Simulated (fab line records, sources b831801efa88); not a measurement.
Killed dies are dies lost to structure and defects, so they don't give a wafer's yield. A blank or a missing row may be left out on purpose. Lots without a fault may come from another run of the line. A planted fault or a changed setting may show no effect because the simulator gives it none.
A struck lot beside a sound one | flow gf180mcu | 21 steps out of a route of 602
Sound: wafers L797.4, L797.5, L797.6. Struck: wafers L790.2, L790.3. The cause comes at the end.
At each step with rows: each side's tool, then ch and its chambers, then its first start. Under that, the readings that differ: sound wafers | struck wafers | difference of the means | sigmas: that difference in standard deviations of wafers without a fault.
alike: readings whose means differ by less than 2 such deviations, and words and numbers that are the same on both sides. not compared: withheld readings, readings that some wafer has no value for, bounds like >300 that may hide the same value, and numbers for which the record gives no deviation and whose values overlap.
The two part at a step that has a row with sigmas, a row that says differs or no value, or rows on one side only. Numbers that don't overlap but have no deviation are shown without sigmas and don't part them. A reading that every wafer of one side lacks parts them only if that side has two wafers or more.

first, 2 steps without rows for these wafers: GF_M4_CLEAN_19 (cleans in DIW); GF_V4_CVD_00 (deposits SiO2, target thk 600 nm, time 100 s).
GF_V4_THK_MEAS_01:
  sound on film_metro-01, day 30 08:27; struck on film_metro-04, day 28 00:17
  alike: V4_CVD_00_THK
GF_V4_CVD_02: deposits SiO2 from TEOS, target thk 850 nm, time 94.851 s.
  sound on pecvd-03 ch 0,1,2, day 30 08:31; struck on pecvd-02 ch 1,2, day 28 00:20
  alike: heater_power_w
GF_V4_THK_MEAS_03:
  sound on film_metro-03, day 30 08:35; struck on film_metro-01, day 28 00:25
  alike: V4_CVD_02_THK
GF_V4_CMP_04: polishes SiO2.
  sound on cmp-01 ch 1,2, day 30 09:51; struck on cmp-01 ch 2,3, day 28 00:34
  alike: motor_current_A, platen_rpm, time_to_endpoint_s
GF_V4_BOW_MEAS_05:
  sound on film_metro-03, day 30 10:13; struck on film_metro-01, day 28 00:47
  alike: V4_BOW
then, 5 steps without rows for these wafers: GF_V4_DEHYDRATE_06 (time 60 s); GF_V4_HMDS_07 (prime time 60 s); GF_V4_COAT_08; GF_V4_COAT_09 (resist thk 1000 nm); GF_V4_SOFTBAKE_10 (time 60 s).
GF_V4_EXPOSE_11: exposes mask Via4, target cd 260 nm.
  sound on krf_scanner-01 ch 0, day 30 18:46; struck on krf_scanner-02 ch 0, day 28 11:04
  alike: mask
then, 2 steps without rows for these wafers: GF_V4_PEB_12 (peb time 90 s); GF_V4_DEVELOP_13 (develop time 60 s).
GF_V4_CD_MEAS_14: target cd 260 nm.
  sound on cd_sem-02, day 31 03:51; struck on cd_sem-01, day 28 21:24
  reading    | sound             | struck      | difference | sigmas
  cd_nm (nm) | 259.1 260.6 259.5 | 265.6 267.2 | +6.7       | +4
  not compared: hold
GF_V4_OVL_MEAS_15:
  sound on overlay-01, day 31 03:56; struck on overlay-02, day 28 22:36
  reading | sound | struck                                            | difference                   | sigmas
  hold    | - - - | await_dispo/1.1h/release await_dispo/1.1h/release | no value on the sound wafers |
  alike: V4_OVL
GF_V4_ETCH_16: etches BARC in N2/H2.
  sound on rie_diel-01 ch 0,3, day 31 03:57; struck on rie_diel-04 ch 0,1, day 28 22:38
  reading             | sound             | struck      | difference | sigmas
  model.V4.cd_nm (nm) | 259.5 260.2 259.8 | 267.2 266.6 | +7.1       |
  alike: bias_w, drypump_motor_current_A, oes_product_au, throttle_valve_pct
GF_V4_ETCH_17: etches SiO2 in C4F8/O2/Ar, stops on TiN, target depth 630 nm.
  sound on rie_diel-01 ch 0,2,3; struck on rie_diel-04 ch 0,1
  reading             | sound             | struck      | difference | sigmas
  model.V4.cd_nm (nm) | 259.7 259.6 258.5 | 266.1 265.8 | +6.7       |
  alike: bias_w, oes_product_au
GF_V4_STRIP_18: strips in O2/N2.
  sound on plasma_asher-03 ch 0,1, day 31 04:07; struck on plasma_asher-01 ch 1, day 28 22:45
  reading                     | sound       | struck  | difference | sigmas
  drypump_motor_current_A (A) | 6.3 6.3 5.7 | 5.4 5.4 | -0.7       | -2
  alike: heater_power_w, o2_flow_sccm, oes_product_au
  not compared: rf_hours_counter_h
then, 1 step without rows for these wafers: GF_PASSIVATION_PROBE_99.

WHERE THEY PART
First at GF_V4_CD_MEAS_14; last, within this record, at GF_V4_STRIP_18.

WHY: what the simulator had put in
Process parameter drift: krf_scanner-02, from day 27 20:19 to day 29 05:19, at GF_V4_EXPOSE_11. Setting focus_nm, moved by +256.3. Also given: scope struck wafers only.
